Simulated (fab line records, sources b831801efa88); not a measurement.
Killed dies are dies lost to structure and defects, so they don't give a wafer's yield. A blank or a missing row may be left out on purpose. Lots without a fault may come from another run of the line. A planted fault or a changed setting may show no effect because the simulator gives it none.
One fault seen from 2 desks | flow gf180mcu | each desk has only its own numbers; what lay behind them comes last

THE TOOL OWNER'S DESK: pvd_sputter-02
The tool's own readings at GF_MIM_SPUTTER_01 (material TiN, target thk 30 nm, time 25 s): means of the sampled wafers that have a number, for each lot that ran on this tool. A lot is out of limits, marked OUT, if its mean lies more than 4 standard deviations from the usual mean; the brackets give that distance.
Columns: A = throttle_valve_pct at GF_MIM_SPUTTER_01, usual 30.2 %
lot  | first seen here | A
L793 | day 24 17:02    | 30.1
L794 | day 24 19:33    | 29.4
L795 | day 25 07:23    | 30.0
L797 | day 25 19:13    | 30.5
L799 | day 26 14:09    | 30.1
L800 | day 26 23:13    | 29.6
L802 | day 27 15:15    | 29.5
L805 | day 28 14:22    | 30.0
L806 | day 28 16:31    | 30.1
This desk's finding: nothing out of limits on any of the 9 lots.

THE METROLOGY DESK
What the gauges read, lot by lot, whatever tool the lot ran on: means of the sampled wafers that have a number. A lot is out of limits, marked OUT, if its mean lies more than 4 standard deviations from the usual mean; the brackets give that distance.
Columns: A = PASSIVATION_CVD_02_THK at GF_PASSIVATION_THK_MEAS_03, usual 698 nm
lot  | first seen here | A
L793 | day 28 09:26    | 688
L794 | day 28 10:40    | 698
L795 | day 28 21:17    | 705
L797 | day 29 08:27    | 697
L799 | day 30 01:57    | 708
L800 | day 30 10:29    | 703
L801 | day 30 21:47    | 689
L802 | day 31 00:53    | 696
L805 | day 31 19:22    | 687
L806 | day 31 23:35    | 692
L811 | day 33 05:52    | 701
L815 | day 34 04:13    | 699
L816 | day 34 06:56    | 684
This desk's finding: nothing out of limits on any of the 13 lots.

PUT TOGETHER
The tool owner's desk saw nothing out of limits.
The metrology desk saw nothing out of limits.

WHAT THE SIMULATOR HAD PUT IN
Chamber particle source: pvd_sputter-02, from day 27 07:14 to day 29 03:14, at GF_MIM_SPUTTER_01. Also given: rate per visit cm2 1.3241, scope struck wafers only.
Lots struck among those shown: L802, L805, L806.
